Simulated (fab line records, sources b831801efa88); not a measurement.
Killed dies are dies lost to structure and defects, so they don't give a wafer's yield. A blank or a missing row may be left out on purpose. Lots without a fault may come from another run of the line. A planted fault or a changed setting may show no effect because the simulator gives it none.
Chamber matching | flow sky130 | SKY_FIELD_ISO_ETCH_14 on rie_diel-04: 4 sister chambers
The step etches BARC in N2/H2, stops on SiO2, time 45.9 s, target depth 60 nm. 18 wafers are shown with their chamber, then 9 later ones without.

WAFERS WITH THEIR CHAMBER
wafer  | chamber | drypump_motor_current_A (A) | oes_product_au (a.u.) | n2_flow_sccm (sccm)
L134.1 | 2       | 5.1                         | 0.860                 | 100.1
L134.3 | 1       | 6.3                         | 0.856                 | 99.9
L134.5 | 0       | 5.0                         | 0.861                 | 100.0
L135.2 | 1       | 6.2                         | 0.856                 | 100.5
L135.4 | 2       | 5.1                         | 0.854                 | 100.1
L135.5 | 3       | 5.5                         | 0.850                 | 100.4
L137.1 | 1       | 6.3                         | 0.857                 | 100.0
L137.3 | 0       | 5.0                         | 0.858                 | 99.7
L137.5 | 1       | 6.3                         | 0.858                 | 100.4
L138.1 | 0       | 5.1                         | 0.851                 | 99.8
L138.2 | 1       | 6.2                         | 0.862                 | 100.1
L138.4 | 2       | 5.1                         | 0.862                 | 100.0
L144.1 | 2       | 5.1                         | 0.851                 | 100.2
L144.4 | 1       | 6.3                         | 0.856                 | 99.6
L144.6 | 2       | 5.1                         | 0.855                 | 99.8
L146.1 | 0       | 5.0                         | 0.861                 | 100.3
L146.4 | 0       | 5.0                         | 0.849                 | 100.2
L146.6 | 2       | 5.1                         | 0.853                 | 99.8

SIGNATURES (means of the wafers above)
reading                 | chamber 0 | chamber 1 | chamber 2 | chamber 3 | scatter within a chamber
drypump_motor_current_A | 5.020     | 6.267     | 5.100     | 5.500     | 0.039
oes_product_au          | 0.85600   | 0.85750   | 0.85583   | 0.85000   | 0.00419
n2_flow_sccm            | 100.000   | 100.083   | 100.000   | 100.400   | 0.26
Rule: a wafer's distance from a chamber is the root of the sum, over the readings, of the square of ((its reading less the chamber's mean) divided by the reading's scatter). The wafer belongs to the nearest chamber; if the next one is less than 2 further off, it can't be placed. The scatter: the root of (the sum of the squares of (reading less its chamber's mean) over the shown wafers, divided by (wafers less chambers)).

WAFERS WITHOUT THEIR CHAMBER
wafer  | drypump_motor_current_A (A) | oes_product_au (a.u.) | n2_flow_sccm (sccm)
L147.2 | 5.0                         | 0.855                 | 100.3
L147.3 | 5.1                         | 0.863                 | 99.9
L147.6 | 5.5                         | 0.859                 | 100.3
L149.2 | 5.2                         | 0.860                 | 100.2
L149.4 | 5.0                         | 0.856                 | 100.1
L149.5 | 5.0                         | 0.862                 | 100.0
L151.2 | 6.3                         | 0.851                 | 99.6
L151.3 | 5.4                         | 0.853                 | 99.7
L151.6 | 5.0                         | 0.844                 | 99.8

WHICH CHAMBER EACH WENT THROUGH
wafer  | from the rows above     | in truth
L147.2 | can't be placed: 0 or 2 | 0
L147.3 | can't be placed: 2 or 0 | 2
L147.6 | 3                       | 3
L149.2 | can't be placed: 2 or 0 | 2
L149.4 | can't be placed: 0 or 2 | 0
L149.5 | can't be placed: 0 or 2 | 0
L151.2 | 1                       | 1
L151.3 | 3                       | 3
L151.6 | can't be placed: 0 or 2 | 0
Placed correctly: 3 of 9. Can't be placed from these rows: 6 (the true chamber is among the candidates in 6). Placed wrongly: 0.
